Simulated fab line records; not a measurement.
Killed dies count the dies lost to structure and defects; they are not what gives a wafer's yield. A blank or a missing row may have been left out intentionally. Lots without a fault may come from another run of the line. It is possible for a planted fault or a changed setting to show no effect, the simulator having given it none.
Which tool did it? :: flow gf180mcu :: 13 lots with 39 wafers sampled at 3 steps, on a route of 602 steps

## WHAT THE GAUGES READ, wafer by wafer
GF_VT_IMPLANT_RS_MEAS_48: the measuring method here is four-point-probe.
lot: L622
measured: day 7 16:46
on: film-metro-01
LVPWELL_RS (ohm/sq): 1197.9 1194.3 1195.2

lot: L623
measured: day 8 04:17
on: film-metro-01
LVPWELL_RS (ohm/sq): 1199.3 1198.9 1197.7

lot: L625
measured: day 8 18:44
on: film-metro-04
LVPWELL_RS (ohm/sq): 1201.0 1199.1 1201.9

lot: L627
measured: day 9 06:41
on: film-metro-02
LVPWELL_RS (ohm/sq): 1195.0 1197.9 1196.0

lot: L628
measured: day 9 10:29
on: film-metro-01
LVPWELL_RS (ohm/sq): 1200.3 1196.4 1200.6

lot: L629
measured: day 9 17:15
on: film-metro-01
LVPWELL_RS (ohm/sq): 1198.4 1199.5 1197.3

lot: L630
measured: day 10 07:25
on: film-metro-01
LVPWELL_RS (ohm/sq): 1202.8 1203.5 1195.2

lot: L633
measured: day 11 10:49
on: film-metro-02
LVPWELL_RS (ohm/sq): 1192.9 1196.4 1199.7

lot: L634
measured: day 11 21:15
on: film-metro-02
LVPWELL_RS (ohm/sq): 1196.3 1197.1 1196.0

lot: L635
measured: day 11 21:59
on: film-metro-02
LVPWELL_RS (ohm/sq): 1196.8 1197.2 1195.0

lot: L642
measured: day 13 12:22
on: film-metro-01
LVPWELL_RS (ohm/sq): 1199.2 1198.1 1194.7

lot: L643
measured: day 13 18:31
on: film-metro-01
LVPWELL_RS (ohm/sq): 1200.1 1194.9 1195.5

lot: L644
measured: day 14 06:40
on: film-metro-02
LVPWELL_RS (ohm/sq): 1200.3 1199.0 1199.4

GF_POLY_GATE_THK_MEAS_17.
lot: L622
measured: day 9 13:10
on: film-metro-04
POLY_GATE_OXIDATION_THK (nm): 3.98 4.03 4.00

lot: L623
measured: day 9 21:58
on: film-metro-03
POLY_GATE_OXIDATION_THK (nm): 4.03 4.06 3.98

lot: L625
measured: day 10 13:23
on: film-metro-02
POLY_GATE_OXIDATION_THK (nm): 3.90 3.91 3.87

lot: L627
measured: day 11 01:15
on: film-metro-04
POLY_GATE_OXIDATION_THK (nm): 3.88 3.88 3.96

lot: L628
measured: day 11 05:07
on: film-metro-02
POLY_GATE_OXIDATION_THK (nm): 4.01 3.91 3.96

lot: L629
measured: day 11 13:33
on: film-metro-02
POLY_GATE_OXIDATION_THK (nm): 4.01 4.00 4.04

lot: L630
measured: day 12 05:29
on: film-metro-04
POLY_GATE_OXIDATION_THK (nm): 4.08 4.06 4.11

lot: L633
measured: day 13 09:13
on: film-metro-03
POLY_GATE_OXIDATION_THK (nm): 4.05 3.99 4.08

lot: L634
measured: day 14 01:04
on: film-metro-04
POLY_GATE_OXIDATION_THK (nm): 3.96 3.87 3.90

lot: L635
measured: day 14 01:06
on: film-metro-03
POLY_GATE_OXIDATION_THK (nm): 4.04 4.04 3.99

lot: L642
measured: day 15 15:14
on: film-metro-02
POLY_GATE_OXIDATION_THK (nm): 3.90 3.84 3.82

lot: L643
measured: day 15 22:18
on: film-metro-03
POLY_GATE_OXIDATION_THK (nm): 4.02 4.04 3.93

lot: L644
measured: day 16 09:16
on: film-metro-02
POLY_GATE_OXIDATION_THK (nm): 4.00 4.02 4.02

## WHICH TOOL RAN EACH LOT (tool, then ch and the chambers of the sampled wafers, then the start)
lot: L622
GF_VT_IMPLANT_RTA_45: rtp-anneal-01 ch 0, day 7 16:26

lot: L623
GF_VT_IMPLANT_RTA_45: rtp-anneal-01 ch 0, day 8 03:57

lot: L625
GF_VT_IMPLANT_RTA_45: rtp-anneal-01 ch 0, day 8 18:24

lot: L627
GF_VT_IMPLANT_RTA_45: rtp-anneal-02 ch 0, day 9 06:21

lot: L628
GF_VT_IMPLANT_RTA_45: rtp-anneal-02 ch 0, day 9 10:08

lot: L629
GF_VT_IMPLANT_RTA_45: rtp-anneal-02 ch 0, day 9 16:55

lot: L630
GF_VT_IMPLANT_RTA_45: rtp-anneal-02 ch 0, day 10 07:04

lot: L633
GF_VT_IMPLANT_RTA_45: rtp-anneal-01 ch 0, day 11 10:29

lot: L634
GF_VT_IMPLANT_RTA_45: rtp-anneal-02 ch 0, day 11 20:55

lot: L635
GF_VT_IMPLANT_RTA_45: rtp-anneal-01 ch 0, day 11 21:38

lot: L642
GF_VT_IMPLANT_RTA_45: rtp-anneal-01 ch 0, day 13 12:02

lot: L643
GF_VT_IMPLANT_RTA_45: rtp-anneal-02 ch 0, day 13 18:10

lot: L644
GF_VT_IMPLANT_RTA_45: rtp-anneal-02 ch 0, day 14 06:19
- GF_VT_IMPLANT_RTA_45: time 30 s.

## AS READ BY THE TOOLS THEMSELVES (means over the sampled wafers that have a number; for cases with no such wafer, the mark the record gives instead)
GF_VT_IMPLANT_RTA_45.
lot: L622
tool: rtp-anneal-01
chamber-o2-ppm: 2.020
lamp-power-pct (%): 39.5
wafer_temp_C_max: 1052.5

lot: L623
tool: rtp-anneal-01
chamber-o2-ppm: 1.993
lamp-power-pct (%): 39.5
wafer_temp_C_max: 1052.6

lot: L625
tool: rtp-anneal-01
chamber-o2-ppm: 2.006
lamp-power-pct (%): 39.5
wafer_temp_C_max: 1053.0

lot: L627
tool: rtp-anneal-02
chamber-o2-ppm: 2.049
lamp-power-pct (%): 36.1
wafer_temp_C_max: 1055.1

lot: L628
tool: rtp-anneal-02
chamber-o2-ppm: 2.018
lamp-power-pct (%): 36.2
wafer_temp_C_max: 1055.8

lot: L629
tool: rtp-anneal-02
chamber-o2-ppm: 2.011
lamp-power-pct (%): 36.1
wafer_temp_C_max: 1054.8

lot: L630
tool: rtp-anneal-02
chamber-o2-ppm: 2.000
lamp-power-pct (%): 36.1
wafer_temp_C_max: 1054.6

lot: L633
tool: rtp-anneal-01
chamber-o2-ppm: 2.031
lamp-power-pct (%): 39.5
wafer_temp_C_max: 1052.7

lot: L634
tool: rtp-anneal-02
chamber-o2-ppm: 2.004
lamp-power-pct (%): 36.1
wafer_temp_C_max: 1054.8

lot: L635
tool: rtp-anneal-01
chamber-o2-ppm: 2.008
lamp-power-pct (%): 39.5
wafer_temp_C_max: 1052.5

lot: L642
tool: rtp-anneal-01
chamber-o2-ppm: 2.009
lamp-power-pct (%): 39.5
wafer_temp_C_max: 1052.5

lot: L643
tool: rtp-anneal-02
chamber-o2-ppm: 1.984
lamp-power-pct (%): 36.1
wafer_temp_C_max: 1054.6

lot: L644
tool: rtp-anneal-02
chamber-o2-ppm: 2.018
lamp-power-pct (%): 36.1
wafer_temp_C_max: 1054.6

## THE ANSWER, worked out from the rows above alone
Rule: what is usual is taken from the lots themselves. The widest of any qualifying gaps counts: lots, ordered by their means at a reading, are off when they make up no more than a third of the lots, leave a main group of 4 or more, and stand apart from it by 3 or more times the standard deviation of that group's means. A main group is skipped when, at the precision printed for the reading in the tables above, its means are all equal. A lot without any number at a reading at which 4 lots or more have one is off too. Where the step has rows for the other lots, those lots are counted as sound. First the gauges in route order, then the tools' own readings, where a lot's mean is used as printed above. The first step at which some lot is off is used, and at that step the reading that is off furthest; a lot without a number counts as furthest.
None of the lots is off at any reading shown; this tells nothing.

## WHAT THE SIMULATOR HAD INSERTED
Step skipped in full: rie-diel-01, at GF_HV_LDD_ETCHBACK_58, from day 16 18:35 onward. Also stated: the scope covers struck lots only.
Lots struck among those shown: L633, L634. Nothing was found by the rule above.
